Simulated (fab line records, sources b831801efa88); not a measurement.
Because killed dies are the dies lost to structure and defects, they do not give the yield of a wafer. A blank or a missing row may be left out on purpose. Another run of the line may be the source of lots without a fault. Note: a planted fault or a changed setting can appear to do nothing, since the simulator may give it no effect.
fab line records / flow gf180mcu
record: lots: 13 wafers: 38 last_day: 35
route steps=602 shown CONTACT@311 V1@346
lots that met no fault: taken from a fault-free run of the same line
start_h: hours from the record's first day to the start of the lot's first wafer shown / wait_h: hours from the lot's prior step to this one / " same as the row above / L1.1+2: one row covering several wafers at once / - no value, or no start was given / * or withheld: withheld / < > ~ a bound
route shown NAME@n: names a module that has steps shown in the file, with the first one's number in the route / usual: mean/standard deviation taken from wafers without a fault / same: alike in all rows / chamber/n: place in a boat / sites: readings site by site / _std_site: their standard deviation / _edge_site: the outer-site mean with the inner-site mean subtracted / radius_mm: how far each site lies from the wafer's centre / mask NAME#n: copy n / behind: the tool/chamber that last shaped the wafer / hold: why the lot was held/for how many hours/how that ended / device: transistor that didn't switch, given as n, p or np / end of line: at the end of the route, the tests of the same wafers / a step with no rows: only its recipe / killed: not the wafer's yield, but the dies lost to structure and defects at the first sort / map: per-die view of a wafer (x killed, . not killed, _ where there is no die)
set.NAME: the setting the step ran with; set.NAME@STEP: the setting that earlier step ran with / model.NAME: the simulator's own value behind a step, which no gauge read
steps of the route over a sample of lots; a table a step, a row a wafer
services: from which hour (start_h, from the record's first day; less than 0 if before it) a tool's chamber was out of use, for how many hours, and why
== steps ==
step: GF_CONTACT_CVD_24
recipe: material: W target_thk_nm: 300 time_s: 90.339 temp_c: 400 pressure_torr: 40
usual: heater_power_w: 885/130
lot.wafer=L384.1 tool=cvd_w-02 chamber=1 start_h=380.19 wait_h=0.0 heater_power_w=996
lot.wafer=L384.2 tool=cvd_w-02 chamber=0 start_h=380.19 wait_h=0.0 heater_power_w=1061
lot.wafer=L384.3 tool=cvd_w-02 chamber=0 start_h=380.19 wait_h=0.0 heater_power_w=1074
lot.wafer=L388.3 tool=cvd_w-01 chamber=1 start_h=409.48 wait_h=0.1 heater_power_w=824
lot.wafer=L388.5 tool=cvd_w-01 chamber=0 start_h=409.48 wait_h=0.1 heater_power_w=730
lot.wafer=L388.6 tool=cvd_w-01 chamber=1 start_h=409.48 wait_h=0.1 heater_power_w=813
lot.wafer=L389.2 tool=cvd_w-02 chamber=1 start_h=419.46 wait_h=0.0 heater_power_w=1027
lot.wafer=L389.3 tool=cvd_w-02 chamber=0 start_h=419.46 wait_h=0.0 heater_power_w=1066
lot.wafer=L389.5 tool=cvd_w-02 chamber=1 start_h=419.46 wait_h=0.0 heater_power_w=991
lot.wafer=L390.1 tool=cvd_w-01 chamber=1 start_h=434.05 wait_h=0.0 heater_power_w=829
lot.wafer=L390.3 tool=cvd_w-01 chamber=0 start_h=434.05 wait_h=0.0 heater_power_w=745
lot.wafer=L390.4 tool=cvd_w-01 chamber=1 start_h=434.05 wait_h=0.0 heater_power_w=815
lot.wafer=L391.1 tool=cvd_w-02 chamber=1 start_h=442.79 wait_h=0.0 heater_power_w=990
lot.wafer=L391.2 tool=cvd_w-02 chamber=0 start_h=442.79 wait_h=0.0 heater_power_w=1061
lot.wafer=L391.3 tool=cvd_w-02 chamber=1 start_h=442.79 wait_h=0.0 heater_power_w=991
lot.wafer=L392.3 tool=cvd_w-01 chamber=0 start_h=450.92 wait_h=0.1 heater_power_w=732
lot.wafer=L392.5 tool=cvd_w-01 chamber=0 start_h=450.92 wait_h=0.1 heater_power_w=760
lot.wafer=L392.6 tool=cvd_w-01 chamber=1 start_h=450.92 wait_h=0.1 heater_power_w=816
lot.wafer=L393.2 tool=cvd_w-02 chamber=0 start_h=459.24 wait_h=0.0 heater_power_w=1082
lot.wafer=L393.3 tool=cvd_w-02 chamber=0 start_h=459.24 wait_h=0.0 heater_power_w=1073
lot.wafer=L393.5 tool=cvd_w-02 chamber=0 start_h=459.24 wait_h=0.0 heater_power_w=1067
lot.wafer=L394.2 tool=cvd_w-01 chamber=0 start_h=466.84 wait_h=0.0 heater_power_w=736
lot.wafer=L394.3 tool=cvd_w-01 chamber=0 start_h=466.84 wait_h=0.0 heater_power_w=733
lot.wafer=L394.5 tool=cvd_w-01 chamber=1 start_h=466.84 wait_h=0.0 heater_power_w=827
lot.wafer=L395.1 tool=cvd_w-01 chamber=1 start_h=469.24 wait_h=0.0 heater_power_w=816
lot.wafer=L395.4 tool=cvd_w-01 chamber=0 start_h=469.24 wait_h=0.0 heater_power_w=734
lot.wafer=L404.1 tool=cvd_w-01 chamber=1 start_h=554.40 wait_h=0.0 heater_power_w=811
lot.wafer=L404.4 tool=cvd_w-01 chamber=1 start_h=554.40 wait_h=0.0 heater_power_w=839
lot.wafer=L404.6 tool=cvd_w-01 chamber=0 start_h=554.40 wait_h=0.0 heater_power_w=745
lot.wafer=L405.2 tool=cvd_w-01 chamber=0 start_h=556.89 wait_h=0.0 heater_power_w=745
lot.wafer=L405.4 tool=cvd_w-01 chamber=1 start_h=556.89 wait_h=0.0 heater_power_w=830
lot.wafer=L405.6 tool=cvd_w-01 chamber=1 start_h=556.89 wait_h=0.0 heater_power_w=851
lot.wafer=L406.2 tool=cvd_w-01 chamber=0 start_h=564.64 wait_h=0.0 heater_power_w=751
lot.wafer=L406.3 tool=cvd_w-01 chamber=1 start_h=564.64 wait_h=0.0 heater_power_w=853
lot.wafer=L406.5 tool=cvd_w-01 chamber=1 start_h=564.64 wait_h=0.0 heater_power_w=850
lot.wafer=L407.2 tool=cvd_w-01 chamber=0 start_h=568.99 wait_h=0.0 heater_power_w=733
lot.wafer=L407.3 tool=cvd_w-01 chamber=1 start_h=568.99 wait_h=0.0 heater_power_w=839
lot.wafer=L407.6 tool=cvd_w-01 chamber=1 start_h=568.99 wait_h=0.0 heater_power_w=796
step: GF_CONTACT_RS_MEAS_25
recipe: thk_meas_gauge: four-point-probe reads: W_of_CONTACT_CVD_24+TiN_of_CONTACT_SPUTTER_23+Ti_of_CONTACT_SPUTTER_22
usual: CONTACT_W_RS: 0.384/0.0042
lot.wafer=L384.1 tool=film_metro-01 chamber=- start_h=380.29 wait_h=0.1 CONTACT_W_RS[ohm/sq]=0.385
lot.wafer=L384.2 tool=film_metro-01 chamber=- start_h=380.29 wait_h=0.1 CONTACT_W_RS[ohm/sq]=0.374
lot.wafer=L384.3 tool=film_metro-01 chamber=- start_h=380.29 wait_h=0.1 CONTACT_W_RS[ohm/sq]=0.382
lot.wafer=L388.3 tool=film_metro-04 chamber=- start_h=409.59 wait_h=0.1 CONTACT_W_RS[ohm/sq]=0.385
lot.wafer=L388.5 tool=film_metro-04 chamber=- start_h=409.59 wait_h=0.1 CONTACT_W_RS[ohm/sq]=0.386
lot.wafer=L388.6 tool=film_metro-04 chamber=- start_h=409.59 wait_h=0.1 CONTACT_W_RS[ohm/sq]=0.389
lot.wafer=L389.2 tool=film_metro-04 chamber=- start_h=419.58 wait_h=0.1 CONTACT_W_RS[ohm/sq]=0.384
lot.wafer=L389.3 tool=film_metro-04 chamber=- start_h=419.58 wait_h=0.1 CONTACT_W_RS[ohm/sq]=0.377
lot.wafer=L389.5 tool=film_metro-04 chamber=- start_h=419.58 wait_h=0.1 CONTACT_W_RS[ohm/sq]=0.383
lot.wafer=L390.1 tool=film_metro-02 chamber=- start_h=434.15 wait_h=0.1 CONTACT_W_RS[ohm/sq]=0.390
lot.wafer=L390.3 tool=film_metro-02 chamber=- start_h=434.15 wait_h=0.1 CONTACT_W_RS[ohm/sq]=0.384
lot.wafer=L390.4 tool=film_metro-02 chamber=- start_h=434.15 wait_h=0.1 CONTACT_W_RS[ohm/sq]=0.388
lot.wafer=L391.1 tool=film_metro-02 chamber=- start_h=442.89 wait_h=0.1 CONTACT_W_RS[ohm/sq]=0.385
lot.wafer=L391.2 tool=film_metro-02 chamber=- start_h=442.89 wait_h=0.1 CONTACT_W_RS[ohm/sq]=0.386
lot.wafer=L391.3 tool=film_metro-02 chamber=- start_h=442.89 wait_h=0.1 CONTACT_W_RS[ohm/sq]=0.388
lot.wafer=L392.3 tool=film_metro-04 chamber=- start_h=451.03 wait_h=0.1 CONTACT_W_RS[ohm/sq]=0.386
lot.wafer=L392.5 tool=film_metro-04 chamber=- start_h=451.03 wait_h=0.1 CONTACT_W_RS[ohm/sq]=0.386
lot.wafer=L392.6 tool=film_metro-04 chamber=- start_h=451.03 wait_h=0.1 CONTACT_W_RS[ohm/sq]=0.390
lot.wafer=L393.2 tool=film_metro-04 chamber=- start_h=459.36 wait_h=0.1 CONTACT_W_RS[ohm/sq]=0.382
lot.wafer=L393.3 tool=film_metro-04 chamber=- start_h=459.36 wait_h=0.1 CONTACT_W_RS[ohm/sq]=0.380
lot.wafer=L393.5 tool=film_metro-04 chamber=- start_h=459.36 wait_h=0.1 CONTACT_W_RS[ohm/sq]=0.380
lot.wafer=L394.2 tool=film_metro-02 chamber=- start_h=466.96 wait_h=0.1 CONTACT_W_RS[ohm/sq]=0.378
lot.wafer=L394.3 tool=film_metro-02 chamber=- start_h=466.96 wait_h=0.1 CONTACT_W_RS[ohm/sq]=0.385
lot.wafer=L394.5 tool=film_metro-02 chamber=- start_h=466.96 wait_h=0.1 CONTACT_W_RS[ohm/sq]=0.385
lot.wafer=L395.1 tool=film_metro-01 chamber=- start_h=469.34 wait_h=0.1 CONTACT_W_RS[ohm/sq]=0.386
lot.wafer=L395.4 tool=film_metro-01 chamber=- start_h=469.34 wait_h=0.1 CONTACT_W_RS[ohm/sq]=0.386
lot.wafer=L404.1 tool=film_metro-04 chamber=- start_h=554.50 wait_h=0.1 CONTACT_W_RS[ohm/sq]=0.385
lot.wafer=L404.4 tool=film_metro-04 chamber=- start_h=554.50 wait_h=0.1 CONTACT_W_RS[ohm/sq]=0.384
lot.wafer=L404.6 tool=film_metro-04 chamber=- start_h=554.50 wait_h=0.1 CONTACT_W_RS[ohm/sq]=0.384
lot.wafer=L405.2 tool=film_metro-01 chamber=- start_h=557.01 wait_h=0.1 CONTACT_W_RS[ohm/sq]=0.380
lot.wafer=L405.4 tool=film_metro-01 chamber=- start_h=557.01 wait_h=0.1 CONTACT_W_RS[ohm/sq]=0.380
lot.wafer=L405.6 tool=film_metro-01 chamber=- start_h=557.01 wait_h=0.1 CONTACT_W_RS[ohm/sq]=0.387
lot.wafer=L406.2 tool=film_metro-02 chamber=- start_h=564.76 wait_h=0.1 CONTACT_W_RS[ohm/sq]=0.388
lot.wafer=L406.3 tool=film_metro-02 chamber=- start_h=564.76 wait_h=0.1 CONTACT_W_RS[ohm/sq]=0.391
lot.wafer=L406.5 tool=film_metro-02 chamber=- start_h=564.76 wait_h=0.1 CONTACT_W_RS[ohm/sq]=0.395
lot.wafer=L407.2 tool=film_metro-02 chamber=- start_h=569.11 wait_h=0.1 CONTACT_W_RS[ohm/sq]=0.383
lot.wafer=L407.3 tool=film_metro-02 chamber=- start_h=569.11 wait_h=0.1 CONTACT_W_RS[ohm/sq]=0.388
lot.wafer=L407.6 tool=film_metro-02 chamber=- start_h=569.11 wait_h=0.1 CONTACT_W_RS[ohm/sq]=0.389
step: GF_CONTACT_CMP_27
recipe: stop_on: SiO2 down_force_psi: 3.5 platen_rpm: 60 t_overpolish_s: 15 target_thk_nm: 0 pad_velocity_m_s: 0.94248
usual: head_pressure_psi: 3.501/0.0073 motor_current_A: 11.2/0.86 overpolish_run_s: 15.000/0.0098 retaining_ring_pressure_frac: 1.000/0.0045 time_to_endpoint_s: 71.7/2.2
lot.wafer=L384.2 tool=cmp-01 chamber=0 start_h=380.52 wait_h=0.1 head_pressure_psi=3.497 motor_current_A=11.8 overpolish_run_s=15.017 retaining_ring_pressure_frac=0.996 time_to_endpoint_s=74.0
lot.wafer=L384.1 tool=cmp-01 chamber=1 start_h=380.52 wait_h=0.1 head_pressure_psi=3.499 motor_current_A=11.3 overpolish_run_s=14.988 retaining_ring_pressure_frac=1.003 time_to_endpoint_s=68.6
lot.wafer=L384.3 tool=cmp-01 chamber=2 start_h=380.52 wait_h=0.1 head_pressure_psi=3.500 motor_current_A=11.1 overpolish_run_s=14.973 retaining_ring_pressure_frac=1.002 time_to_endpoint_s=74.0
lot.wafer=L388.3 tool=cmp-02 chamber=2 start_h=409.83 wait_h=0.1 head_pressure_psi=3.516 motor_current_A=12.0 overpolish_run_s=14.992 retaining_ring_pressure_frac=1.003 time_to_endpoint_s=72.6
lot.wafer=L388.5 tool=cmp-02 chamber=0 start_h=409.83 wait_h=0.1 head_pressure_psi=3.490 motor_current_A=10.2 overpolish_run_s=14.982 retaining_ring_pressure_frac=1.005 time_to_endpoint_s=73.7
lot.wafer=L388.6 tool=cmp-02 chamber=1 start_h=409.83 wait_h=0.1 head_pressure_psi=3.513 motor_current_A=9.8 overpolish_run_s=14.992 retaining_ring_pressure_frac=1.002 time_to_endpoint_s=75.6
lot.wafer=L389.3 tool=cmp-02 chamber=0 start_h=419.79 wait_h=0.1 head_pressure_psi=3.495 motor_current_A=10.3 overpolish_run_s=14.989 retaining_ring_pressure_frac=0.994 time_to_endpoint_s=72.9
lot.wafer=L389.2 tool=cmp-02 chamber=1 start_h=419.79 wait_h=0.1 head_pressure_psi=3.492 motor_current_A=9.7 overpolish_run_s=15.008 retaining_ring_pressure_frac=0.997 time_to_endpoint_s=75.4
lot.wafer=L389.5 tool=cmp-02 chamber=0 start_h=419.79 wait_h=0.1 head_pressure_psi=3.489 motor_current_A=10.3 overpolish_run_s=15.001 retaining_ring_pressure_frac=0.990 time_to_endpoint_s=73.4
lot.wafer=L390.4 tool=cmp-01 chamber=3 start_h=434.33 wait_h=0.0 head_pressure_psi=3.499 motor_current_A=12.2 overpolish_run_s=14.987 retaining_ring_pressure_frac=1.001 time_to_endpoint_s=70.9
lot.wafer=L390.1 tool=cmp-01 chamber=0 start_h=434.33 wait_h=0.0 head_pressure_psi=3.510 motor_current_A=11.4 overpolish_run_s=14.999 retaining_ring_pressure_frac=0.988 time_to_endpoint_s=71.6
lot.wafer=L390.3 tool=cmp-01 chamber=2 start_h=434.33 wait_h=0.0 head_pressure_psi=3.514 motor_current_A=11.1 overpolish_run_s=15.010 retaining_ring_pressure_frac=1.002 time_to_endpoint_s=68.7
lot.wafer=L391.2 tool=cmp-02 chamber=1 start_h=443.07 wait_h=0.0 head_pressure_psi=3.498 motor_current_A=10.7 overpolish_run_s=14.995 retaining_ring_pressure_frac=0.992 time_to_endpoint_s=70.1
lot.wafer=L391.1 tool=cmp-02 chamber=2 start_h=443.07 wait_h=0.0 head_pressure_psi=3.500 motor_current_A=11.9 overpolish_run_s=15.011 retaining_ring_pressure_frac=0.997 time_to_endpoint_s=68.4
lot.wafer=L391.3 tool=cmp-02 chamber=3 start_h=443.07 wait_h=0.0 head_pressure_psi=3.494 motor_current_A=11.9 overpolish_run_s=15.006 retaining_ring_pressure_frac=1.003 time_to_endpoint_s=72.1
lot.wafer=L392.3 tool=cmp-02 chamber=0 start_h=451.22 wait_h=0.1 head_pressure_psi=3.492 motor_current_A=9.9 overpolish_run_s=15.000 retaining_ring_pressure_frac=0.997 time_to_endpoint_s=69.2
lot.wafer=L392.5 tool=cmp-02 chamber=3 start_h=451.22 wait_h=0.1 head_pressure_psi=3.495 motor_current_A=12.2 overpolish_run_s=15.010 retaining_ring_pressure_frac=1.001 time_to_endpoint_s=71.0
lot.wafer=L392.6 tool=cmp-02 chamber=0 start_h=451.22 wait_h=0.1 head_pressure_psi=3.492 motor_current_A=10.3 overpolish_run_s=14.988 retaining_ring_pressure_frac=1.003 time_to_endpoint_s=68.5
lot.wafer=L393.3 tool=cmp-01 chamber=3 start_h=459.57 wait_h=0.1 head_pressure_psi=3.510 motor_current_A=12.3 overpolish_run_s=14.999 retaining_ring_pressure_frac=0.999 time_to_endpoint_s=72.6
lot.wafer=L393.2 tool=cmp-01 chamber=1 start_h=459.57 wait_h=0.1 head_pressure_psi=3.507 motor_current_A=11.3 overpolish_run_s=15.000 retaining_ring_pressure_frac=1.006 time_to_endpoint_s=73.4
lot.wafer=L393.5 tool=cmp-01 chamber=2 start_h=459.57 wait_h=0.1 head_pressure_psi=3.517 motor_current_A=11.3 overpolish_run_s=15.015 retaining_ring_pressure_frac=1.001 time_to_endpoint_s=71.9
lot.wafer=L394.3 tool=cmp-02 chamber=1 start_h=467.12 wait_h=0.0 head_pressure_psi=3.496 motor_current_A=9.6 overpolish_run_s=15.000 retaining_ring_pressure_frac=0.993 time_to_endpoint_s=72.7
lot.wafer=L394.2 tool=cmp-02 chamber=0 start_h=467.12 wait_h=0.0 head_pressure_psi=3.492 motor_current_A=10.7 overpolish_run_s=15.007 retaining_ring_pressure_frac=1.000 time_to_endpoint_s=72.9
lot.wafer=L394.5 tool=cmp-02 chamber=2 start_h=467.12 wait_h=0.0 head_pressure_psi=3.510 motor_current_A=12.2 overpolish_run_s=15.000 retaining_ring_pressure_frac=1.003 time_to_endpoint_s=70.4
lot.wafer=L395.4 tool=cmp-01 chamber=1 start_h=469.62 wait_h=0.1 head_pressure_psi=3.497 motor_current_A=11.2 overpolish_run_s=14.987 retaining_ring_pressure_frac=0.999 time_to_endpoint_s=68.9
lot.wafer=L395.1 tool=cmp-01 chamber=2 start_h=469.62 wait_h=0.1 head_pressure_psi=3.498 motor_current_A=10.8 overpolish_run_s=15.018 retaining_ring_pressure_frac=1.002 time_to_endpoint_s=65.5
lot.wafer=L404.4 tool=cmp-02 chamber=3 start_h=554.68 wait_h=0.0 head_pressure_psi=3.503 motor_current_A=11.1 overpolish_run_s=14.997 retaining_ring_pressure_frac=0.998 time_to_endpoint_s=70.1
lot.wafer=L404.1 tool=cmp-02 chamber=2 start_h=554.68 wait_h=0.0 head_pressure_psi=3.495 motor_current_A=12.1 overpolish_run_s=14.988 retaining_ring_pressure_frac=1.006 time_to_endpoint_s=70.4
lot.wafer=L404.6 tool=cmp-02 chamber=3 start_h=554.68 wait_h=0.0 head_pressure_psi=3.505 motor_current_A=11.6 overpolish_run_s=15.003 retaining_ring_pressure_frac=1.001 time_to_endpoint_s=71.5
lot.wafer=L405.4 tool=cmp-02 chamber=2 start_h=557.22 wait_h=0.1 head_pressure_psi=3.494 motor_current_A=11.5 overpolish_run_s=15.020 retaining_ring_pressure_frac=1.007 time_to_endpoint_s=72.2
lot.wafer=L405.2 tool=cmp-02 chamber=3 start_h=557.22 wait_h=0.1 head_pressure_psi=3.507 motor_current_A=11.7 overpolish_run_s=15.002 retaining_ring_pressure_frac=1.001 time_to_endpoint_s=73.4
lot.wafer=L405.6 tool=cmp-02 chamber=2 start_h=557.22 wait_h=0.1 head_pressure_psi=3.501 motor_current_A=12.1 overpolish_run_s=14.988 retaining_ring_pressure_frac=0.998 time_to_endpoint_s=71.1
lot.wafer=L406.2 tool=cmp-02 chamber=0 start_h=564.97 wait_h=0.1 head_pressure_psi=3.511 motor_current_A=10.7 overpolish_run_s=14.997 retaining_ring_pressure_frac=0.997 time_to_endpoint_s=68.7
lot.wafer=L406.3 tool=cmp-02 chamber=1 start_h=564.97 wait_h=0.1 head_pressure_psi=3.497 motor_current_A=9.8 overpolish_run_s=15.004 retaining_ring_pressure_frac=1.000 time_to_endpoint_s=74.6
lot.wafer=L406.5 tool=cmp-02 chamber=0 start_h=564.97 wait_h=0.1 head_pressure_psi=3.491 motor_current_A=10.1 overpolish_run_s=15.007 retaining_ring_pressure_frac=1.001 time_to_endpoint_s=71.8
lot.wafer=L407.2 tool=cmp-01 chamber=1 start_h=569.27 wait_h=0.0 head_pressure_psi=3.509 motor_current_A=11.5 overpolish_run_s=15.011 retaining_ring_pressure_frac=1.007 time_to_endpoint_s=72.1
lot.wafer=L407.3 tool=cmp-01 chamber=2 start_h=569.27 wait_h=0.0 head_pressure_psi=3.504 motor_current_A=10.8 overpolish_run_s=15.001 retaining_ring_pressure_frac=1.006 time_to_endpoint_s=70.1
lot.wafer=L407.6 tool=cmp-01 chamber=1 start_h=569.27 wait_h=0.0 head_pressure_psi=3.504 motor_current_A=10.9 overpolish_run_s=15.006 retaining_ring_pressure_frac=1.000 time_to_endpoint_s=74.3
step: GF_V1_EXPOSE_11
recipe: mask_id: Via1 target_cd_nm: 260 na: 0.68 source_shape: conventional sigma_outer: 0.6 dose_mj: 38
same: na: 0.68
lot.wafer=L384.1+2+3 tool=krf_scanner-01 chamber=0 start_h=418.08 wait_h=- mask=Via1#0
lot.wafer=L388.3+5+6 tool=krf_scanner-02 chamber=0 start_h=449.04 wait_h=- mask=Via1#0
lot.wafer=L389.2+3+5 tool=krf_scanner-01 chamber=0 start_h=459.33 wait_h=- mask=Via1#0
lot.wafer=L390.1+3+4 tool=krf_scanner-02 chamber=0 start_h=473.44 wait_h=- mask=Via1#0
lot.wafer=L391.1+2+3 tool=krf_scanner-02 chamber=0 start_h=482.43 wait_h=- mask=Via1#0
lot.wafer=L392.3+5+6 tool=krf_scanner-02 chamber=0 start_h=489.92 wait_h=- mask=Via1#0
lot.wafer=L393.2+3+5 tool=krf_scanner-02 chamber=0 start_h=498.04 wait_h=- mask=Via1#0
lot.wafer=L394.2+3+5 tool=krf_scanner-01 chamber=0 start_h=506.63 wait_h=- mask=Via1#0
lot.wafer=L395.1+4 tool=krf_scanner-02 chamber=0 start_h=509.26 wait_h=- mask=Via1#0
lot.wafer=L404.1+4+6 tool=krf_scanner-02 chamber=0 start_h=589.67 wait_h=- mask=Via1#0
lot.wafer=L405.2+4+6 tool=krf_scanner-02 chamber=0 start_h=591.69 wait_h=- mask=Via1#0
lot.wafer=L406.2+3+5 tool=krf_scanner-02 chamber=0 start_h=600.09 wait_h=- mask=Via1#0
lot.wafer=L407.2+3+6 tool=krf_scanner-02 chamber=0 start_h=604.64 wait_h=- mask=Via1#0
step: GF_V1_CD_MEAS_14
recipe: target_cd_nm: 260
usual: cd_nm: 259.9/1.4
lot.wafer=L384.1 tool=cd_sem-01 chamber=- start_h=430.33 wait_h=0.1 cd_nm=260.6
lot.wafer=L384.2 tool=cd_sem-01 chamber=- start_h=430.33 wait_h=0.1 cd_nm=260.1
lot.wafer=L384.3 tool=cd_sem-01 chamber=- start_h=430.33 wait_h=0.1 cd_nm=260.2
lot.wafer=L388.3 tool=cd_sem-01 chamber=- start_h=460.77 wait_h=0.1 cd_nm=261.0
lot.wafer=L388.5 tool=cd_sem-01 chamber=- start_h=460.77 wait_h=0.1 cd_nm=259.9
lot.wafer=L388.6 tool=cd_sem-01 chamber=- start_h=460.77 wait_h=0.1 cd_nm=259.6
lot.wafer=L389.2 tool=cd_sem-02 chamber=- start_h=471.25 wait_h=0.1 cd_nm=260.2
lot.wafer=L389.3 tool=cd_sem-02 chamber=- start_h=471.25 wait_h=0.1 cd_nm=260.3
lot.wafer=L389.5 tool=cd_sem-02 chamber=- start_h=471.25 wait_h=0.1 cd_nm=260.0
lot.wafer=L390.1 tool=cd_sem-01 chamber=- start_h=485.68 wait_h=0.1 cd_nm=260.6
lot.wafer=L390.3 tool=cd_sem-01 chamber=- start_h=485.68 wait_h=0.1 cd_nm=261.0
lot.wafer=L390.4 tool=cd_sem-01 chamber=- start_h=485.68 wait_h=0.1 cd_nm=260.5
lot.wafer=L391.1 tool=cd_sem-01 chamber=- start_h=493.98 wait_h=0.1 cd_nm=258.4
lot.wafer=L391.2 tool=cd_sem-01 chamber=- start_h=493.98 wait_h=0.1 cd_nm=258.3
lot.wafer=L391.3 tool=cd_sem-01 chamber=- start_h=493.98 wait_h=0.1 cd_nm=258.5
lot.wafer=L392.3 tool=cd_sem-02 chamber=- start_h=501.77 wait_h=0.1 cd_nm=258.3
lot.wafer=L392.5 tool=cd_sem-02 chamber=- start_h=501.77 wait_h=0.1 cd_nm=276.9
lot.wafer=L392.6 tool=cd_sem-02 chamber=- start_h=501.77 wait_h=0.1 cd_nm=258.6
lot.wafer=L393.2 tool=cd_sem-01 chamber=- start_h=510.30 wait_h=0.1 cd_nm=261.4
lot.wafer=L393.3 tool=cd_sem-01 chamber=- start_h=510.30 wait_h=0.1 cd_nm=259.9
lot.wafer=L393.5 tool=cd_sem-01 chamber=- start_h=510.30 wait_h=0.1 cd_nm=278.6
lot.wafer=L394.2 tool=cd_sem-01 chamber=- start_h=517.85 wait_h=0.1 cd_nm=258.2
lot.wafer=L394.3 tool=cd_sem-01 chamber=- start_h=517.85 wait_h=0.1 cd_nm=259.1
lot.wafer=L394.5 tool=cd_sem-01 chamber=- start_h=517.85 wait_h=0.1 cd_nm=259.8
lot.wafer=L395.1 tool=cd_sem-02 chamber=- start_h=520.37 wait_h=0.1 cd_nm=281.4
lot.wafer=L395.4 tool=cd_sem-02 chamber=- start_h=520.37 wait_h=0.1 cd_nm=260.6
lot.wafer=L404.1 tool=cd_sem-01 chamber=- start_h=600.38 wait_h=0.1 cd_nm=261.2
lot.wafer=L404.4 tool=cd_sem-01 chamber=- start_h=600.38 wait_h=0.1 cd_nm=260.7
lot.wafer=L404.6 tool=cd_sem-01 chamber=- start_h=600.38 wait_h=0.1 cd_nm=262.1
lot.wafer=L405.2 tool=cd_sem-01 chamber=- start_h=602.64 wait_h=0.1 cd_nm=261.4
lot.wafer=L405.4 tool=cd_sem-01 chamber=- start_h=602.64 wait_h=0.1 cd_nm=260.6
lot.wafer=L405.6 tool=cd_sem-01 chamber=- start_h=602.64 wait_h=0.1 cd_nm=261.3
lot.wafer=L406.2 tool=cd_sem-01 chamber=- start_h=610.54 wait_h=0.1 cd_nm=261.2
lot.wafer=L406.3 tool=cd_sem-01 chamber=- start_h=610.54 wait_h=0.1 cd_nm=260.0
lot.wafer=L406.5 tool=cd_sem-01 chamber=- start_h=610.54 wait_h=0.1 cd_nm=260.8
lot.wafer=L407.2 tool=cd_sem-01 chamber=- start_h=614.75 wait_h=0.1 cd_nm=258.6
lot.wafer=L407.3 tool=cd_sem-01 chamber=- start_h=614.75 wait_h=0.1 cd_nm=258.3
lot.wafer=L407.6 tool=cd_sem-01 chamber=- start_h=614.75 wait_h=0.1 cd_nm=257.8
== services ==
tool=krf_scanner-02 chamber=- start_h=356.38 hours=6.2 kind=repair
tool=cmp-02 chamber=- start_h=369.04 hours=3.3 kind=pm
tool=cvd_w-01 chamber=- start_h=390.00 hours=14.0 kind=pm
tool=cmp-01 chamber=- start_h=404.00 hours=4.0 kind=pm
tool=cmp-02 chamber=- start_h=417.07 hours=1.7 kind=repair
tool=cmp-01 chamber=- start_h=425.60 hours=0.6 kind=repair
tool=cmp-01 chamber=- start_h=427.07 hours=1.8 kind=repair
tool=cvd_w-01 chamber=- start_h=427.99 hours=1.8 kind=repair
tool=krf_scanner-02 chamber=- start_h=434.59 hours=1.0 kind=pm
tool=krf_scanner-02 chamber=- start_h=444.71 hours=1.3 kind=pm
tool=krf_scanner-02 chamber=- start_h=451.05 hours=0.6 kind=repair
tool=cvd_w-02 chamber=- start_h=462.43 hours=2.8 kind=pm
tool=cvd_w-02 chamber=0 start_h=471.83 hours=6.6 kind=repair
tool=cvd_w-01 chamber=- start_h=477.63 hours=0.5 kind=repair
tool=cmp-01 chamber=- start_h=478.53 hours=3.9 kind=pm
tool=krf_scanner-02 chamber=- start_h=479.75 hours=0.8 kind=pm
tool=cvd_w-01 chamber=- start_h=505.45 hours=0.9 kind=repair
tool=cmp-02 chamber=- start_h=509.85 hours=4.0 kind=repair
tool=cmp-02 chamber=- start_h=529.91 hours=1.9 kind=repair
tool=cvd_w-01 chamber=0 start_h=530.57 hours=3.0 kind=repair
tool=krf_scanner-02 chamber=- start_h=531.56 hours=4.4 kind=pm
tool=cvd_w-01 chamber=0 start_h=581.70 hours=14.4 kind=repair
tool=cmp-02 chamber=- start_h=601.98 hours=4.0 kind=pm
tool=krf_scanner-02 chamber=- start_h=603.59 hours=1.0 kind=pm
== key ==
first_sign: step: GF_V1_CD_MEAS_14 reading: cd_nm direction: up sigmas: 14 usual: 259.9 struck: 278.9
effect none on later readings
met_at GF_V1_EXPOSE_11
struck_lots L392,L393,L395
struck_wafers L392.5,L393.5,L395.1
not_acting_at GF_CONTACT_CVD_24,GF_CONTACT_RS_MEAS_25,GF_CONTACT_CMP_27
onset_between 482.43 489.92
fault: kind: process_parameter_drift tool: krf_scanner-02 chamber: - onset_h: 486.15 steps: GF_V1_EXPOSE_11 channel: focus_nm offset: 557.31 shape: step end_h: 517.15 scope: struck_wafers_only
